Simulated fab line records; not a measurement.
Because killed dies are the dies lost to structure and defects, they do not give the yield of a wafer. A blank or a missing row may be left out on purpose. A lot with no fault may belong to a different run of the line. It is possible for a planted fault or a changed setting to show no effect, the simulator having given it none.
Chamber matching :: flow gf180mcu :: 4 sister chambers for GF_STI_CMP_25 on cmp-01
The step polishes, stops on Si3N4, t overpolish 33 s, target thk 524.6 nm. 7 wafers are shown with their chamber, then 8 later ones without.

== WAFERS, EACH WITH ITS CHAMBER ==
wafer: L960.4
chamber: 0
motor current A (A): 13.5
time to endpoint s (s): 119

wafer: L965.5
chamber: 3
motor current A (A): 9.7
time to endpoint s (s): 118

wafer: L967.3
chamber: 3
motor current A (A): 10.1
time to endpoint s (s): 119

wafer: L969.2
chamber: 1
motor current A (A): 11.3
time to endpoint s (s): 134

wafer: L969.5
chamber: 1
motor current A (A): 10.9
time to endpoint s (s): 136

wafer: L970.4
chamber: 2
motor current A (A): 11.2
time to endpoint s (s): 122

wafer: L970.5
chamber: 2
motor current A (A): 11.6
time to endpoint s (s): 120

== WAFERS WITHOUT THEIR CHAMBER ==
wafer: L970.6
motor current A (A): 10.4
time to endpoint s (s): 118

wafer: L972.1
motor current A (A): 14.0
time to endpoint s (s): 119

wafer: L972.4
motor current A (A): 10.8
time to endpoint s (s): 121

wafer: L972.5
motor current A (A): 11.1
time to endpoint s (s): 137

wafer: L973.3
motor current A (A): 9.7
time to endpoint s (s): 124

wafer: L973.4
motor current A (A): 13.7
time to endpoint s (s): 126

wafer: L973.6
motor current A (A): 10.6
time to endpoint s (s): 120

wafer: L977.1
motor current A (A): 10.1
time to endpoint s (s): 113

== THE CHAMBER EACH PASSED THROUGH ==
wafer: L970.6
from the rows above: 3
in truth: 3

wafer: L972.1
from the rows above: 0
in truth: 0

wafer: L972.4
from the rows above: can't be placed: 2 or 3
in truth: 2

wafer: L972.5
from the rows above: 1
in truth: 1

wafer: L973.3
from the rows above: can't be placed: 3 or 2
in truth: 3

wafer: L973.4
from the rows above: 0
in truth: 0

wafer: L973.6
from the rows above: can't be placed: 3 or 2
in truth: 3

wafer: L977.1
from the rows above: 3
in truth: 3
5 of 8 placed correctly. From these rows, 3 cannot be placed; in 3 the true chamber is one of the candidates. Number placed wrongly: 0.
How it was worked out, from the rows above alone: a wafer's distance from a chamber is the root of the sum, over the readings, of the square of ((its reading less the chamber's mean) divided by the reading's scatter). The wafer belongs to the nearest chamber; if the next one is less than 2 further off, it can't be placed. Each chamber's mean is taken over the wafers shown for it. How the scatter is found: for the shown wafers, subtract from each reading the mean of its chamber, square and add these, divide the total by (wafers less chambers), then take the root.
